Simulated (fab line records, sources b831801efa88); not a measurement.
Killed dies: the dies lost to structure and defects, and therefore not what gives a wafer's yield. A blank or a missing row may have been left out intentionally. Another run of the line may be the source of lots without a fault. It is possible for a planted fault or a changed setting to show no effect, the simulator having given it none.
fab line records	flow gf180mcu
[record] lots = 13	wafers = 39	lastDay = 34
route steps=602 shown PSD@261 SAB@274 CONTACT@291
lots that met no fault: taken from a fault-free run of the same line
startH: hours from the record's first day to the start of the lot's first wafer shown	waitH: time in hours since the lot's previous step	" same as the row above	L1.1+2: a single row standing in for several wafers	- either no value or no given start	* or withheld: withheld	< > ~ a bound
route shown NAME@n: NAME is a module with steps in the file, n the number in the route of the first one	usual: mean and standard deviation over wafers with no fault	same: alike in all rows	chamber/n: place in a boat	sites: the reading at each site	_std_site: standard deviation of those values	_edge_site: mean of outer sites minus mean of inner sites	radiusMm: how far each site lies from the wafer's centre	mask NAME#n: copy n	behind: the tool/chamber that last shaped the wafer	hold: the reason the lot was held/the length of the hold in hours/how it ended	device: the n, p or np transistor that did not switch	end of line: tests run on the same wafers once the route is complete	where a step has no rows: the recipe by itself	killed: not the wafer's yield, but the dies lost to structure and defects at the first sort	map: shows each die of a wafer: x if killed, . if not, _ if none is there
set.NAME: the setting as run; set.NAME@STEP: as run at that earlier step	model.NAME: the simulator's own value behind a step, which no gauge read
one table for each step of the route and one row for each wafer, over a sample of lots
services: the hour from which a tool's chamber was out of use, counted from the record's first day as startH (under 0 if before that day), plus the number of hours and why
[[steps]]
[step GF_PSD_RTA_13]
[recipe] tempC = 1025	timeS = 20	ambient = N2
[usual] annealTempCMax = 1030.7/1.1	chamberO2Ppm = 2.002/0.022	lampPowerPct = 34.6/0.48	wafer_temp_C_max = 1030.3/1.3
lot.wafer	tool	chamber	startH	waitH	annealTempCMax	chamberO2Ppm	lampPowerPct	wafer_temp_C_max
L228.2	rtpAnneal-01	0	325.25	0.0	1031.3	2.034	34.0	1029.4
L228.5	"	0	"	"	1029.8	2.012	34.1	1030.8
L228.6	"	0	"	"	1029.8	2.005	34.0	1028.7
L229.3	rtpAnneal-02	0	335.02	0.0	1029.7	2.006	35.0	1030.5
L229.4	"	0	"	"	1030.4	2.003	35.0	1032.0
L229.6	"	0	"	"	1029.5	2.007	35.0	1031.6
L230.2	rtpAnneal-01	0	344.14	0.0	1030.7	1.993	34.0	1029.4
L230.5	"	0	"	"	1030.9	2.005	34.1	1027.7
L230.6	"	0	"	"	1030.8	1.997	34.1	1029.2
L232.1	rtpAnneal-01	0	360.55	0.0	1033.5	2.017	34.0	1029.9
L232.2	"	0	"	"	1029.7	2.000	34.0	1029.4
L232.5	"	0	"	"	1032.5	1.989	34.0	1030.1
L233.3	rtpAnneal-01	0	373.74	0.0	1030.1	2.013	34.0	1029.8
L233.4	"	0	"	"	1032.9	1.998	34.0	1030.3
L233.5	"	0	"	"	1032.8	2.004	34.0	1029.3
L236.3	rtpAnneal-02	0	388.75	0.0	1030.1	2.014	35.0	1031.4
L236.4	"	0	"	"	1031.5	2.019	35.0	1032.0
L236.6	"	0	"	"	1030.3	2.016	35.1	1030.8
L235.1	rtpAnneal-01	0	392.08	0.0	1029.9	1.991	34.1	1029.0
L235.4	"	0	"	"	1031.9	1.986	34.0	1029.0
L235.6	"	0	"	"	1032.2	2.028	34.1	1028.3
L237.2	rtpAnneal-02	0	403.33	0.0	1030.2	1.972	35.0	1032.9
L237.4	"	0	"	"	1031.2	2.017	35.0	1029.7
L237.5	"	0	"	"	1029.1	1.976	35.1	1032.2
L241.2	rtpAnneal-02	0	434.54	0.0	1033.3	1.962	35.0	1031.4
L241.3	"	0	"	"	1030.8	2.000	35.0	1031.6
L241.6	"	0	"	"	1030.5	1.966	35.0	1031.0
L240.1	rtpAnneal-01	0	437.62	0.0	1031.5	2.014	34.0	1029.3
L240.3	"	0	"	"	1030.2	1.994	34.0	1028.7
L240.4	"	0	"	"	1031.6	2.002	34.1	1028.4
L248.1	rtpAnneal-02	0	495.87	0.0	1029.0	1.983	35.0	1032.1
L248.5	"	0	"	"	1030.7	2.020	35.0	1031.1
L248.6	"	0	"	"	1030.6	1.987	35.0	1031.3
L249.2	rtpAnneal-02	0	501.93	0.0	1031.3	1.968	35.0	1030.2
L249.3	"	0	"	"	1029.3	1.984	35.0	1032.6
L249.5	"	0	"	"	1030.0	1.999	35.0	1032.0
L250.2	rtpAnneal-02	0	508.98	0.0	1030.2	1.984	35.0	1030.4
L250.3	"	0	"	"	1031.9	1.973	35.0	1033.4
L250.6	"	0	"	"	1029.9	1.985	35.0	1031.3
[step GF_PSD_RS_MEAS_15]
[recipe] thkMeasGauge = four-point-probe
[usual] PSD_RS = 108.47/0.25
lot.wafer	tool	chamber	startH	waitH	PSD_RS[ohm/sq]
L228.2	filmMetro-03	-	325.46	0.1	107.93
L228.5	"	-	"	"	108.44
L228.6	"	-	"	"	108.26
L229.3	filmMetro-03	-	335.23	0.1	108.44
L229.4	"	-	"	"	107.94
L229.6	"	-	"	"	108.37
L230.2	filmMetro-03	-	344.35	0.1	108.69
L230.5	"	-	"	"	108.89
L230.6	"	-	"	"	108.77
L232.1	filmMetro-01	-	360.83	0.1	108.41
L232.2	"	-	"	"	108.75
L232.5	"	-	"	"	108.76
L233.3	filmMetro-02	-	373.96	0.1	108.88
L233.4	"	-	"	"	108.60
L233.5	"	-	"	"	108.59
L236.3	filmMetro-03	-	388.96	0.1	108.51
L236.4	"	-	"	"	108.53
L236.6	"	-	"	"	108.50
L235.1	filmMetro-01	-	392.28	0.1	108.02
L235.4	"	-	"	"	108.68
L235.6	"	-	"	"	108.05
L237.2	filmMetro-01	-	403.54	0.1	108.36
L237.4	"	-	"	"	108.19
L237.5	"	-	"	"	108.53
L241.2	filmMetro-03	-	434.75	0.1	108.30
L241.3	"	-	"	"	108.42
L241.6	"	-	"	"	108.61
L240.1	filmMetro-02	-	437.82	0.1	108.30
L240.3	"	-	"	"	108.52
L240.4	"	-	"	"	108.50
L248.1	filmMetro-01	-	496.08	0.1	108.16
L248.5	"	-	"	"	108.29
L248.6	"	-	"	"	108.60
L249.2	filmMetro-02	-	502.14	0.1	108.52
L249.3	"	-	"	"	108.31
L249.5	"	-	"	"	108.86
L250.2	filmMetro-02	-	509.19	0.1	109.03
L250.3	"	-	"	"	108.60
L250.6	"	-	"	"	108.48
[step GF_SAB_OVL_MEAS_10]
[usual] SAB_OVL = 0.5/1.3
lot.wafer	tool	chamber	startH	waitH	SAB_OVL[nm]
L228.2	overlay-02	-	345.84	0.1	1.6
L228.5	"	-	"	"	0.3
L228.6	"	-	"	"	0.4
L229.3	overlay-02	-	355.65	0.1	2.1
L229.4	"	-	"	"	1.5
L229.6	"	-	"	"	2.2
L230.2	overlay-01	-	366.23	0.1	2.1
L230.5	"	-	"	"	2.3
L230.6	"	-	"	"	2.5
L232.1	overlay-02	-	382.87	0.1	-0.4
L232.2	"	-	"	"	0.0
L232.5	"	-	"	"	0.9
L233.3	overlay-01	-	396.35	0.1	-2.2
L233.4	"	-	"	"	-1.6
L233.5	"	-	"	"	-0.9
L236.3	overlay-01	-	411.99	0.1	-0.1
L236.4	"	-	"	"	1.1
L236.6	"	-	"	"	0.5
L235.1	overlay-02	-	415.52	0.1	-0.6
L235.4	"	-	"	"	-1.1
L235.6	"	-	"	"	-0.5
L237.2	overlay-01	-	426.88	0.1	-0.1
L237.4	"	-	"	"	0.2
L237.5	"	-	"	"	0.7
L241.2	overlay-02	-	459.03	0.1	-0.1
L241.3	"	-	"	"	-0.5
L241.6	"	-	"	"	0.3
L240.1	overlay-01	-	462.57	0.1	2.2
L240.3	"	-	"	"	1.3
L240.4	"	-	"	"	0.9
L248.1	overlay-02	-	519.73	0.1	2.1
L248.5	"	-	"	"	3.8
L248.6	"	-	"	"	4.0
L249.2	overlay-01	-	525.39	0.1	-1.2
L249.3	"	-	"	"	-0.8
L249.5	"	-	"	"	1.7
L250.2	overlay-02	-	531.69	0.1	1.6
L250.3	"	-	"	"	1.7
L250.6	"	-	"	"	-1.6
[step GF_CONTACT_CMP_04]
[recipe] material = SiO2	downForcePsi = 4	platenRpm = 60	padVelocityMS = 0.94248
[usual] motorCurrentA = 11.8/1.1	timeToEndpointS = 111/6.3
lot.wafer	tool	chamber	startH	waitH	motorCurrentA	timeToEndpointS
L228.2	cmp-01	2	347.17	0.2	10.7	113
L228.6	"	2	"	"	11.2	123
L228.5	"	3	"	"	12.2	120
L229.3	cmp-02	0	357.05	0.2	11.3	108
L229.4	"	3	"	"	12.1	117
L229.6	"	1	"	"	12.4	114
L230.2	cmp-02	2	367.61	0.2	10.7	108
L230.6	"	3	"	"	12.3	117
L230.5	"	0	"	"	10.7	113
L232.2	cmp-01	3	384.13	0.0	12.8	114
L232.1	"	0	"	"	10.1	113
L232.5	"	3	"	"	13.3	115
L233.3	cmp-02	3	397.54	0.0	11.7	107
L233.4	"	1	"	"	12.1	110
L233.5	"	0	"	"	11.8	107
L236.4	cmp-01	1	413.11	0.0	13.5	107
L236.3	"	3	"	"	13.4	97
L236.6	"	2	"	"	10.2	111
L235.1	cmp-02	2	416.70	0.1	10.3	108
L235.4	"	0	"	"	11.7	111
L235.6	"	2	"	"	10.5	108
L237.4	cmp-02	1	428.02	0.0	12.8	106
L237.2	"	2	"	"	11.2	102
L237.5	"	2	"	"	10.8	110
L241.3	cmp-02	0	460.18	0.0	10.8	109
L241.2	"	1	"	"	12.8	140
L241.6	"	0	"	"	11.3	119
L240.1	cmp-02	1	463.72	0.1	12.7	134
L240.4	"	3	"	"	12.5	118
L240.3	"	0	"	"	11.2	108
L248.1	cmp-01	2	530.86	10.0	10.6	107
L248.6	"	2	"	"	11.2	117
L248.5	"	3	"	"	12.6	113
L249.2	cmp-02	1	531.69	5.2	12.0	110
L249.3	"	0	"	"	11.3	108
L249.5	"	1	"	"	12.2	120
L250.2	cmp-01	0	532.96	0.1	10.4	107
L250.3	"	2	"	"	11.2	106
L250.6	"	0	"	"	10.5	112
[step GF_CONTACT_ETCH_17]
[recipe] chemistry = C4F8/O2/Ar	maskMaterial = KrF	target = SiO2	stopOn = CoSi2	sourceW = 1500	biasW = 1200	pressureMtorr = 40	c4f8FlowSccm = withheld	O2_flow_sccm = 6	Ar_flow_sccm = 300	timeS = withheld	targetDepthA = 8600
[usual] oesProductAu = 0.814/0.0051
lot.wafer	tool	chamber	startH	waitH	oesProductAu
L228.2	rieDiel-04	1	-	-	0.821
L228.5	"	2	"	"	0.819
L228.6	"	3	"	"	0.818
L229.3	rieDiel-01	0	-	-	0.803
L229.4	"	2	"	"	0.817
L229.6	"	1	"	"	0.812
L230.2	rieDiel-04	1	-	-	0.824
L230.5	"	0	"	"	0.815
L230.6	"	3	"	"	0.806
L232.1	rieDiel-03	3	-	-	0.807
L232.2	"	2	"	"	0.815
L232.5	"	2	"	"	0.807
L233.3	rieDiel-03	2	-	-	0.809
L233.4	"	3	"	"	0.812
L233.5	"	2	"	"	0.819
L236.3	rieDiel-01	2	-	-	0.809
L236.4	"	3	"	"	0.810
L236.6	"	0	"	"	0.807
L235.1	rieDiel-03	0	-	-	0.815
L235.4	"	1	"	"	0.812
L235.6	"	2	"	"	0.811
L237.2	rieDiel-01	2	-	-	0.810
L237.4	"	2	"	"	0.808
L237.5	"	0	"	"	0.813
L241.2	rieDiel-04	3	-	-	0.867
L241.3	"	2	"	"	0.808
L241.6	"	1	"	"	0.813
L240.1	rieDiel-04	3	-	-	0.873
L240.3	"	2	"	"	0.809
L240.4	"	0	"	"	0.815
L248.1	rieDiel-03	2	-	-	0.823
L248.5	"	3	"	"	0.812
L248.6	"	2	"	"	0.818
L249.2	rieDiel-03	1	-	-	0.811
L249.3	"	2	"	"	0.810
L249.5	"	0	"	"	0.814
L250.2	rieDiel-03	2	-	-	0.810
L250.3	"	0	"	"	0.814
L250.6	"	0	"	"	0.814
[[services]]
tool	chamber	startH	hours	kind
rieDiel-03	-	302.91	0.6	repair
rieDiel-04	0	315.44	5.9	repair
rieDiel-01	-	321.28	0.3	repair
cmp-02	-	342.06	2.4	repair
cmp-02	-	346.96	2.9	pm
rieDiel-03	0	355.50	60.1	repair
cmp-01	-	355.97	7.7	repair
rieDiel-03	-	358.08	2.8	pm
cmp-01	-	364.53	9.8	pm
rieDiel-03	1	386.69	10.5	repair
cmp-02	-	386.74	5.5	pm
cmp-01	-	404.13	4.0	pm
rieDiel-04	0	409.52	3.4	repair
rieDiel-03	0	415.58	-	clean
rieDiel-03	0	415.58	13.2	scheduledDown
cmp-02	-	443.01	1.0	repair
cmp-01	-	455.56	2.2	repair
rieDiel-03	1	458.92	17.4	repair
rieDiel-04	0	471.38	7.7	repair
rieDiel-03	2	487.37	10.9	repair
cmp-01	-	491.86	1.1	repair
rieDiel-03	0	506.57	23.4	repair
rieDiel-01	0	544.24	3.6	repair
rieDiel-03	3	553.95	14.6	repair
[[key]]
[firstSign] step = GF_CONTACT_CMP_04	reading = timeToEndpointS	direction = up	sigmas = 4.2	usual = *	struck = *
[effect] step = GF_CONTACT_ETCH_17	reading = oesProductAu	direction = up	sigmas = 11	usual = 0.814	struck = 0.870
metAt GF_CONTACT_CMP_04
struckLots L240,L241
struckWafers L240.1,L241.2
testerLeftOut L240,L241
notActingAt GF_PSD_RTA_13,GF_PSD_RS_MEAS_15,GF_SAB_OVL_MEAS_10
onsetBetween 428.02 460.18
[fault] kind = processParameterDrift	tool = cmp-02	chamber = 1	onsetH = 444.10	steps = GF_CONTACT_CMP_04	channel = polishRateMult	offset = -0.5	shape = step	endH = 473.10
// testerLeftOut: of these lots the tester's yield and bins aren't shown, on N5 and GAA mostly nor the transistor test; their killed dies are dies lost to structure and defects alone, not to doping, threshold or leakage, so they don't give the yield
